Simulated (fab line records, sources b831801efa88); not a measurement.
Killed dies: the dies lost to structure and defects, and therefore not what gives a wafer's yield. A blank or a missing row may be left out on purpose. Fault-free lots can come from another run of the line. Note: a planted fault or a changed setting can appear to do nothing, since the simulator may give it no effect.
Comparing a struck lot with a sound one + flow sky130 + 16 out of 708 route steps
Sound: wafers L776.1, L776.3, L776.5. Wafers struck: L783.1, L783.3, L783.4. The cause is named last.
Order at every step that has rows: each side's tool, ch and its chambers, its first start. Under that, the readings that differ: sound wafers + struck wafers + difference of the means + sigmas: that difference in standard deviations of wafers without a fault.
alike: same words and numbers on both sides, and readings whose means sit less than 2 such deviations apart. not compared: any withheld reading, any reading some wafer has no value for, any bound like >300 that may hide the same value, and any number with overlapping values for which the record gives no deviation.
The two part at a step that has a row with sigmas, a row that says differs or no value, or rows on one side only. When numbers do not overlap yet have no deviation, they are printed without sigmas and do not part them. Lack of a reading on every wafer of one side parts them only where that side has two or more wafers.

SKY_LDD_HVN_OVL_MEAS_07:
  sound on overlay-02, day 19 20:32; struck on overlay-01, day 22 19:47
  alike: LDD_HVN_OVL
next, for these wafers, 1 step has no rows: SKY_LDD_HVN_IMPLANT_08.
SKY_LDD_HVN_STRIP_09: strips in O2/N2.
  sound on plasma asher-04 ch 0,1, day 19 20:43; struck on plasma asher-03 ch 0,1, day 22 19:58
  alike: drypump motor current A, o2 flow sccm, oes product au, strip time to endpoint s
  not compared: rf hours counter h
SKY_LDD_HVN_TW_MEAS_10:
  sound on film metro-03, day 19 20:49; struck on film metro-02, day 22 20:04
| reading    | sound          | struck         | difference | sigmas |
|------------|----------------|----------------|------------|--------|
| LDD_HVN_TW | 1416 1416 1416 | 1457 1442 1453 | +35        | +2     |
then, 7 steps without rows for these wafers: SKY_LDD_HVP_DEHYDRATE_00 (time 60 s); SKY_LDD_HVP_HMDS_01 (prime time 60 s); SKY_LDD_HVP_COAT_02 (resist thk 300 nm); SKY_LDD_HVP_SOFTBAKE_03 (time 60 s); SKY_LDD_HVP_EXPOSE_04 (exposes mask HVPTM, target cd 700 nm); SKY_LDD_HVP_PEB_05; SKY_LDD_HVP_DEVELOP_06 (develop time 60 s).
SKY_LDD_HVP_OVL_MEAS_07:
  sound on overlay-01, day 21 03:53; struck on overlay-02, day 24 02:14
  alike: LDD_HVP_OVL
SKY_LDD_HVP_IMPLANT_08:
  sound on implanter-01 ch 0, day 21 03:56; struck on implanter-01 ch 0, day 24 02:16
| reading                   | sound             | struck            | difference | sigmas |
|---------------------------|-------------------|-------------------|------------|--------|
| implant ion amu           | 11 11 11          | 49 49 49          | +38        |        |
| model.implant.rp nm (nm)  | 65.58 65.58 65.58 | 16.56 16.56 16.56 | -49.02     |        |
| model.implant.drp nm (nm) | 28.53 28.53 28.53 | 9.782 9.782 9.782 | -18.748    |        |
  alike: dose ions cm2, tilt deg
SKY_LDD_HVP_STRIP_09: strips in O2/N2.
  sound on plasma asher-04 ch 0, day 21 04:05; struck on plasma asher-02 ch 0,1, day 24 02:25
| reading                     | sound       | struck      | difference | sigmas |
|-----------------------------|-------------|-------------|------------|--------|
| drypump motor current A (A) | 6.3 6.3 6.3 | 5.1 5.6 5.1 | -1.0       | -2     |
  alike: o2 flow sccm, oes product au, strip time to endpoint s
  not compared: rf hours counter h
SKY_LDD_HVP_TW_MEAS_10:
  sound on film metro-01, day 21 04:11; struck on film metro-01, day 24 02:45
| reading    | sound       | struck      | difference | sigmas |
|------------|-------------|-------------|------------|--------|
| LDD_HVP_TW | 464 464 464 | 720 722 719 | +256       | +60    |
  not compared: hold
SKY_PAD_OPEN_PROBE_99:
  rows exist in the record for the sound wafers here (prober-01, day 45 01:38), none for the struck ones

== WHERE THEY PART ==
At SKY_LDD_HVN_TW_MEAS_10 first; at SKY_PAD_OPEN_PROBE_99 last (within this record only).

WHY: what the simulator had put in
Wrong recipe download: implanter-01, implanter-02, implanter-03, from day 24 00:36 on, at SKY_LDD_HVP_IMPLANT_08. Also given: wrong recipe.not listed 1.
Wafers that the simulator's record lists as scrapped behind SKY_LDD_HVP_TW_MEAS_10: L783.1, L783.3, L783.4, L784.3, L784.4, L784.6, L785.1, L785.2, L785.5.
